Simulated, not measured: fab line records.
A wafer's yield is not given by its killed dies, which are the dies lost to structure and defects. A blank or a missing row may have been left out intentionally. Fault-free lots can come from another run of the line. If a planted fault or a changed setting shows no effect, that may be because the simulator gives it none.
Chamber matching | flow sky130 | cmp-02 running SKY_VIA3_CMP_02: 4 sister chambers
The step polishes SiO2. 27 wafers are shown with their chamber, then 12 later ones without.

WAFERS WITH THEIR CHAMBER
wafer  | chamber | motor-current-A (A)
L075.1 | 1       | 11.6
L075.4 | 0       | 10.2
L075.6 | 2       | 12.5
L078.1 | 1       | 12.6
L078.3 | 2       | 12.1
L078.6 | 3       | 12.3
L079.3 | 1       | 12.5
L079.5 | 2       | 12.3
L079.6 | 1       | 12.1
L081.1 | 3       | 11.6
L081.2 | 0       | 9.5
L081.3 | 2       | 12.0
L080.2 | 1       | 12.2
L080.4 | 0       | 9.8
L080.5 | 0       | 10.3
L083.2 | 1       | 12.0
L083.4 | 0       | 9.8
L083.6 | 1       | 12.1
L084.1 | 2       | 11.9
L084.4 | 3       | 12.0
L084.6 | 2       | 12.7
L085.1 | 2       | 12.2
L085.4 | 0       | 10.1
L085.5 | 0       | 9.6
L088.3 | 2       | 12.5
L088.4 | 0       | 10.5
L088.5 | 2       | 12.3

SIGNATURES (averages over the wafers above)
reading         | chamber 0 | chamber 1 | chamber 2 | chamber 3 | scatter within a chamber
motor-current-A | 9.975     | 12.157    | 12.278    | 11.967    | 0.317
Rule: for a wafer and a chamber, the distance is found by dividing, reading by reading, the gap between the wafer's reading and the chamber's mean by the reading's scatter, squaring, summing and taking the root. The wafer belongs to the nearest chamber; if the next one is less than 2 further off, it can't be placed. How the scatter is found: for the shown wafers, subtract from each reading the mean of its chamber, square and add these, divide the total by (wafers less chambers), then take the root.

WAFERS MISSING THEIR CHAMBER
wafer  | motor-current-A (A)
L091.1 | 10.1
L091.3 | 11.9
L091.6 | 11.6
L093.2 | 12.1
L093.3 | 10.1
L093.4 | 12.5
L096.1 | 11.9
L096.4 | 9.3
L096.6 | 10.1
L097.1 | 11.8
L097.3 | 12.8
L097.4 | 10.1

WHICH CHAMBER EACH WENT THROUGH
wafer  | from the rows above          | in truth
L091.1 | 0                            | 0
L091.3 | can't be placed: 3 or 1 or 2 | 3
L091.6 | can't be placed: 3 or 1 or 2 | 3
L093.2 | can't be placed: 1 or 3 or 2 | 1
L093.3 | 0                            | 0
L093.4 | can't be placed: 2 or 1 or 3 | 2
L096.1 | can't be placed: 3 or 1 or 2 | 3
L096.4 | 0                            | 0
L096.6 | 0                            | 0
L097.1 | can't be placed: 3 or 1 or 2 | 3
L097.3 | can't be placed: 2 or 1 or 3 | 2
L097.4 | 0                            | 0
Correctly placed: 5 of 12. These rows do not allow placing 7 (true chamber among the candidates in 7). 0 placed wrongly.
